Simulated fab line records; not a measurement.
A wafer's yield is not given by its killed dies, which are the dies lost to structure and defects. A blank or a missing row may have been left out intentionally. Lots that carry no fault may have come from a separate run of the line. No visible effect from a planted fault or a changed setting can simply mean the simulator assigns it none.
2 desks, one fault + flow gf180mcu + every desk sees just its own numbers, and what lay behind them comes last

## AT THE TOOL OWNER'S DESK: cmp-01
The tool's own readings at GF_V1_CMP_04 (polishes SiO2): means of the sampled wafers that have a number, for each lot that ran on this tool. Any lot whose mean is over 4 standard deviations away from the usual mean is out of limits and marked OUT; that distance is given in the brackets.
Columns: A = motor current A at GF_V1_CMP_04, usual 12.4 A; B = time to endpoint s at GF_V1_CMP_04, usual 80 s
| lot  | first seen here | A    | B  |
|------|-----------------|------|----|
| L798 | day 18 04:30    | 13.0 | 74 |
| L799 | day 18 13:04    | 12.8 | 72 |
| L800 | day 18 21:11    | 12.2 | 79 |
| L805 | day 20 21:14    | 12.6 | 77 |
| L806 | day 21 05:47    | 12.3 | 81 |
| L808 | day 21 16:06    | 12.4 | 79 |
| L809 | day 22 06:56    | 11.8 | 86 |
| L810 | day 22 13:56    | 12.8 | 92 |
This desk's verdict: no lot among the 8 shows anything out of limits.

## THE METROLOGY DESK
Lot by lot, what the gauges showed, no matter which tool ran the lot: averages of those sampled wafers that carry a number. Any lot whose mean is over 4 standard deviations away from the usual mean is out of limits and marked OUT; that distance is given in the brackets.
Columns: A = CONTACT_BOW at GF_CONTACT_BOW_MEAS_05, usual 65 um; B = V1_CVD_02_THK at GF_V1_THK_MEAS_03, usual 850 nm
| lot  | first seen here | A  | B   |
|------|-----------------|----|-----|
| L797 | day 15 20:29    | 69 | 843 |
| L798 | day 16 03:20    | 66 | 839 |
| L799 | day 16 12:09    | 74 | 830 |
| L800 | day 16 19:06    | 64 | 856 |
| L801 | day 17 01:13    | 62 | 859 |
| L805 | day 18 17:02    | 66 | 846 |
| L806 | day 19 01:26    | 60 | 849 |
| L807 | day 19 09:10    | 67 | 845 |
| L808 | day 19 12:34    | 64 | 849 |
| L809 | day 20 03:26    | 72 | 840 |
| L810 | day 20 10:24    | 64 | 843 |
| L811 | day 20 21:38    | 68 | 857 |
| L818 | day 23 05:16    | 65 | 853 |
This desk's verdict: no lot among the 13 shows anything out of limits.

## PUT TOGETHER
The desk of the tool owner found nothing out of limits.
From the metrology desk's view, nothing was out of limits.

## WHAT HAD BEEN PUT IN BY THE SIMULATOR
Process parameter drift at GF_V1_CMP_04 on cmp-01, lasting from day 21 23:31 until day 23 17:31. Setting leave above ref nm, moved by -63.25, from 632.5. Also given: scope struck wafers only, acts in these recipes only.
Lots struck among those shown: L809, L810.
